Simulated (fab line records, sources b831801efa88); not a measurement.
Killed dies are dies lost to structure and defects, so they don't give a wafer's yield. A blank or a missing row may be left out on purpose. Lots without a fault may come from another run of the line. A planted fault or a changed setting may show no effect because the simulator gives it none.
Chamber matching | flow sky130 | SKY_VIA3_CMP_24 on cmp-02: 4 sister chambers
The step polishes, stops on SiO2, t overpolish 20 s, target thk 0 nm. 8 wafers are shown with their chamber, then 11 later ones without.

WAFERS WITH THEIR CHAMBER
wafer  | chamber | motor_current_A (A) | time_to_endpoint_s (s)
L076.1 | 2       | 11.1                | 94
L079.3 | 2       | 11.4                | 95
L083.1 | 1       | 9.8                 | 93
L087.4 | 3       | 12.0                | 87
L085.2 | 1       | 9.6                 | 88
L085.3 | 0       | 10.1                | 90
L085.4 | 3       | 12.4                | 88
L091.1 | 0       | 10.5                | 93

WAFERS WITHOUT THEIR CHAMBER
wafer  | motor_current_A (A) | time_to_endpoint_s (s)
L091.4 | 9.5                 | 93
L091.6 | 12.0                | 96
L095.1 | 10.4                | 85
L095.3 | 12.0                | 83
L095.4 | 10.9                | 91
L096.2 | 13.1                | 92
L096.3 | 9.8                 | 89
L096.4 | 11.9                | 96
L097.2 | 12.0                | 92
L097.5 | 9.7                 | 89
L097.6 | 9.6                 | 94

WHICH CHAMBER EACH WENT THROUGH
wafer  | from the rows above     | in truth
L091.4 | can't be placed: 1 or 0 | 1
L091.6 | can't be placed: 2 or 3 | 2
L095.1 | can't be placed: 0 or 1 | 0
L095.3 | 3                       | 3
L095.4 | can't be placed: 2 or 0 | 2
L096.2 | 3                       | 3
L096.3 | can't be placed: 1 or 0 | 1
L096.4 | can't be placed: 2 or 3 | 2
L097.2 | can't be placed: 3 or 2 | 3
L097.5 | 1                       | 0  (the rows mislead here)
L097.6 | can't be placed: 1 or 0 | 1
Placed correctly: 2 of 11. Can't be placed from these rows: 8 (the true chamber is among the candidates in 8). Placed wrongly: 1.
How it was worked out, from the rows above alone: a wafer's distance from a chamber is the root of the sum, over the readings, of the square of ((its reading less the chamber's mean) divided by the reading's scatter). The wafer belongs to the nearest chamber; if the next one is less than 2 further off, it can't be placed. A chamber's mean is the mean of its shown wafers. The scatter: the root of (the sum of the squares of (reading less its chamber's mean) over the shown wafers, divided by (wafers less chambers)).
